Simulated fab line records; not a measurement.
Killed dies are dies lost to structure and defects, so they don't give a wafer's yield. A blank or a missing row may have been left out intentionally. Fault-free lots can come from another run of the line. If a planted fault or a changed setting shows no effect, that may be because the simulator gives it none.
A single fault, viewed from 2 desks	flow gf180mcu	each desk has only its own numbers; what lay behind them comes last

## DESK OF THE TOOL OWNER: pvd sputter-01
The tool's own readings at GF_M1_SPUTTER_02 (material AlCu, target thk 450 nm, time 23.9 s): means of the sampled wafers that have a number, for each lot that ran on this tool. Marked OUT: a lot whose mean sits more than 4 standard deviations from the usual mean, which makes it out of limits; the brackets give that distance.
Columns: A = throttle valve pct at GF_M1_SPUTTER_02, usual 30.9 %
lot	first seen here	A
L158	day 16 19:37	31.1
L164	day 18 00:01	31.5
L165	day 18 03:30	31.2
L166	day 18 17:35	31.2
L172	day 21 03:07	31.2
L175	day 22 01:44	31.2
This desk found nothing out of limits on any of the 6 lots.

## FROM THE METROLOGY DESK
What the gauges read, lot by lot, whatever tool the lot ran on: means of the sampled wafers that have a number. Marked OUT: a lot whose mean sits more than 4 standard deviations from the usual mean, which makes it out of limits; the brackets give that distance.
Columns: A = M1_ALCU_RS at GF_M1_RS_MEAS_05, usual 0.0692 ohm/sq; B = M1_ALCU_THK at GF_M1_THK_MEAS_06, usual 455 nm; C = V2_CVD_00_THK at GF_V2_THK_MEAS_01, usual 598 nm
lot	first seen here	A	B	C
L160	day 16 17:17	0.0683	463	594
L158	day 16 19:42	0.0696	455	594
L164	day 18 00:07	0.0706	445	598
L165	day 18 03:35	0.0696	455	602
L166	day 18 17:40	0.0695	452	601
L169	day 19 16:46	0.0682	457	593
L172	day 21 03:13	0.0720	439	591
L175	day 22 01:49	0.0720	440	597
L177	day 22 18:48	0.0705	444	599
L179	day 23 10:47	0.0693	454	602
L180	day 23 16:36	0.0692	456	592
This desk found nothing out of limits on any of the 11 lots.

## BROUGHT TOGETHER
The tool owner's desk saw nothing out of limits.
From the metrology desk's view, nothing was out of limits.

## WHAT WAS PUT IN BY THE SIMULATOR
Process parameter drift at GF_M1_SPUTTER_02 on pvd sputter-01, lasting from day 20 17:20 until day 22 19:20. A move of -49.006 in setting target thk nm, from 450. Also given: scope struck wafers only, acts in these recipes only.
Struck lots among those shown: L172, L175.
